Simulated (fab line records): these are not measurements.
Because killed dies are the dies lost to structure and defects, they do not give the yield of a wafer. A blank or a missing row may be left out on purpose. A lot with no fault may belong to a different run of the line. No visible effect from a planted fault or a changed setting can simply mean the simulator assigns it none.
Problem report in the 8D (eight disciplines) form, filled by code -- flow sky130 -- the parts of the form that need people (team, actions taken, sign-off) are left out

1. PROBLEM STATEMENT
Mean of oes_product_au at SKY_VIA2_ETCH_14: 0.938 a.u. across 6 wafers in 2 lots; on wafers with no fault it is 0.854 a.u. (standard deviation 0.0048). Measured from the usual mean, that is +17 standard deviations.
The step: etches BARC in N2/H2, stops on SiO2, time 45.9 s, target depth 60 nm.
Seen first at day 40 07:01 on rie_diel-02, wafer L656.2. The record has a number at this step for 42 wafers belonging to 14 lots. Rule for "out", or "out of limits": more than 4 standard deviations from the usual mean. Any other wafer with a number is counted as sound.

2. WHAT IT IS AND WHAT IT IS NOT
question,is,is not
which readings at this step,"oes_product_au, run_length_s",-
which lots,"L656, L657","L645, L647, L648, L650, L651, L652, L654, L658, L663, L665, L667, L668"
which wafers of those lots,all that have a number,-
read on which tools,rie_diel-02,"rie_diel-01, rie_diel-03"
when,from day 40 07:01,"up to then (21 sound wafers); but 15 sound wafers of L658, L663, L665, L667, L668 came after"

3. SUSPECTS, AND WHAT RULES EACH OUT
Counting: any tool at a process step up to the reading is kept as a suspect provided that every lot that is out went through it and no sound lot did after the first of them.
- rie_diel-02 at SKY_VIA2_ETCH_14 (etches BARC in N2/H2, stops on SiO2, time 45.9 s, target depth 60 nm): kept. Every lot that is out went through it, starting with L656 (day 40 07:01), and after that it ran no sound lot; the last sound lot it ran before then is L654 (day 39 21:49). On those wafers its own readings are out: oes_product_au, run_length_s.
After counting, what remains is rie_diel-02 at SKY_VIA2_ETCH_14.

4. THE CAUSE (what the simulator had put in)
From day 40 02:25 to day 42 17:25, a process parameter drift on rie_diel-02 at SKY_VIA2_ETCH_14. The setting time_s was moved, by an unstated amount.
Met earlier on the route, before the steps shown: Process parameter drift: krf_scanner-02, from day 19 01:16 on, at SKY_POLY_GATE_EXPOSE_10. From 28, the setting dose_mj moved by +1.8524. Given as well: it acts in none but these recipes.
Counting left only this tool.

5. SEQUENCE OF EFFECTS, ordered by route
Each row: a reading where the mean over the struck wafers with a number is more than 3 standard deviations away from the usual. Only readings for which the record gives a usual standard deviation are gone through. hours: the time from each lot's start at the first step in this table that gives one to its start at this step, as a median over the lots. sigmas: the change in usual standard deviations.
hours,step,reading,usual,on struck wafers,change,sigmas
0,SKY_VIA2_ETCH_14,oes_product_au,0.854 a.u.,0.938,+0.084,+17
0,SKY_VIA2_ETCH_14,run_length_s,73.9 s,69.4,-4.5,-9.8
Its process steps:
- SKY_VIA2_ETCH_14: etches BARC in N2/H2, stops on SiO2, time 45.9 s, target depth 60 nm.

6. HOW IT WOULD HAVE BEEN CAUGHT EARLIER
5 hours passed between the start of the fault at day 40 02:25 and the first reading out of limits in this record, taken at day 40 07:01.
